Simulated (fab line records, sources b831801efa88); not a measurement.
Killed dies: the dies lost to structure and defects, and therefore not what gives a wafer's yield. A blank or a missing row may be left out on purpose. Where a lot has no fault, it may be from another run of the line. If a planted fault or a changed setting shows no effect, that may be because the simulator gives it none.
Struck lot and sound lot, side by side | flow sky130 | 16 out of 708 route steps
Sound: these wafers, L789.3, L789.5, L789.6. Struck: wafers L779.1, L779.4 (left out: L779.5, a lot-mate that was not struck); the cause follows at the end.
For every step that has rows: the tool of each side, followed by ch and its chambers, followed by its first start. Under that, the readings that differ: sound wafers | struck wafers | difference of the means | sigmas: that difference in standard deviations of wafers without a fault.
alike: readings whose means differ by less than 2 such deviations, and words and numbers that are the same on both sides. not compared: withheld readings, readings that some wafer has no value for, bounds like >300 that may hide the same value, and numbers for which the record gives no deviation and whose values overlap.
A row with sigmas, a row that says differs or no value, or rows on one side alone: a step with any of these is where the two part. Numbers that have no deviation but don't overlap get no sigmas and don't part them. Lack of a reading on every wafer of one side parts them only where that side has two or more wafers.

first, 8 steps without rows for these wafers: SKY_METAL2_DEHYDRATE_07 (time 60 s); SKY_METAL2_HMDS_08 (prime time 60 s); SKY_METAL2_COAT_09 (resist thk 60 nm); SKY_METAL2_COAT_10 (resist thk 450 nm); SKY_METAL2_SOFTBAKE_11 (time 90 s); SKY_METAL2_EXPOSE_12 (exposes mask MM2, target cd 140 nm); SKY_METAL2_PEB_13; SKY_METAL2_DEVELOP_14 (develop time 60 s).
SKY_METAL2_CD_MEAS_15: the cd target is 140 nm.
  sound on cd_sem-01 at day 41 16:32; struck on cd_sem-01 at day 38 22:41
  alike: cd_nm
SKY_METAL2_OVL_MEAS_16:
  sound on overlay-02 at day 41 16:38; struck on overlay-02 at day 38 22:49
  alike: METAL2_OVL
SKY_METAL2_DESCUM_17: chemistry O2, time 8 s.
  sound on rie_metal-02 ch 1, day 41 16:40; struck on rie_metal-01 ch 0,1, day 38 22:51
  alike: chamber_pressure_mTorr, drypump_motor_current_A, oes_product_au
  not compared: rf_hours_counter_h
SKY_METAL2_ETCH_18: etches BARC in N2/H2, stops on SiO2, time 45.9 s, target depth 60 nm.
  sound on rie_metal-02 ch 1, day 41 16:46; struck on rie_metal-01 ch 0,1, day 38 22:53
  alike: chamber_pressure_mTorr, drypump_motor_current_A, oes_product_au, throttle_valve_pct
  not compared: rf_hours_counter_h
SKY_METAL2_METAL_ETCH_19: etches the open film in Cl2/BCl3, stops on SiO2, target depth 360 nm, time 78 s.
  sound on rie_metal-02 ch 1, day 41 16:54; struck on rie_metal-01 ch 0,1, day 38 22:56
  reading                                       | sound             | struck      | difference | sigmas
  model.KrF-thick_of_METAL2_COAT_10.thk_nm (nm) | 158.8 161.7 159.3 | 197.3 202.6 | +40.0      |
  model.METAL2.cd_nm (nm)                       | 138.5 139.5 139.1 | 143.6 148.7 | +7.1       |
  model.SiO2_of_VIA1_HDPCVD_00.thk_nm (nm)      | 331.5 330.9 331.9 | 333 332.8   | +1         |
  alike: chamber_pressure_mTorr, drypump_motor_current_A, oes_product_au, throttle_valve_pct
  not compared: rf_hours_counter_h
SKY_METAL2_STRIP_20: strips in O2/N2.
  sound on plasma_asher-02 ch 0,1, day 41 17:04; struck on plasma_asher-04 ch 0, day 38 23:02
  reading                      | sound             | struck      | difference | sigmas
  oes_product_au (a.u.)        | 0.354 0.341 0.344 | 0.363 0.365 | +0.018     | +3
  strip_time_to_endpoint_s (s) | 2.71 2.72 2.70    | 3.10 3.18   | +0.43      | +11
  alike: chamber_pressure_mTorr, drypump_motor_current_A
  not compared: rf_hours_counter_h
then, 1 step without rows for these wafers: SKY_METAL2_STRIP_21 (strips in post etch residue remover, time 1200 s).
-- the record jumps here: 10 days lie between the struck wafers' starts before and after (it left off in module METAL2 and takes up again in module PAD_OPEN, whose first step shown is number 708 of the route) --
SKY_PAD_OPEN_PROBE_99:
  sound on prober-02 at day 50 18:17; struck on prober-02 at day 48 16:40
  reading                               | sound               | struck        | difference | sigmas
  model.etest.met2.width_nm (nm)        | 134.9 138.8 140.1   | 144.6 148.1   | +8.4       |
  model.etest.met2_comb.leak_log10_a_um | -12.2 -11.98 -12.03 | -11.74 -10.22 | +1.09      |
  not compared: model.etest.tester.sort_bin_8_pct

## WHERE THEY PART
At SKY_METAL2_STRIP_20 and nowhere else, as far as this record goes.

WHY: whatever the simulator had introduced
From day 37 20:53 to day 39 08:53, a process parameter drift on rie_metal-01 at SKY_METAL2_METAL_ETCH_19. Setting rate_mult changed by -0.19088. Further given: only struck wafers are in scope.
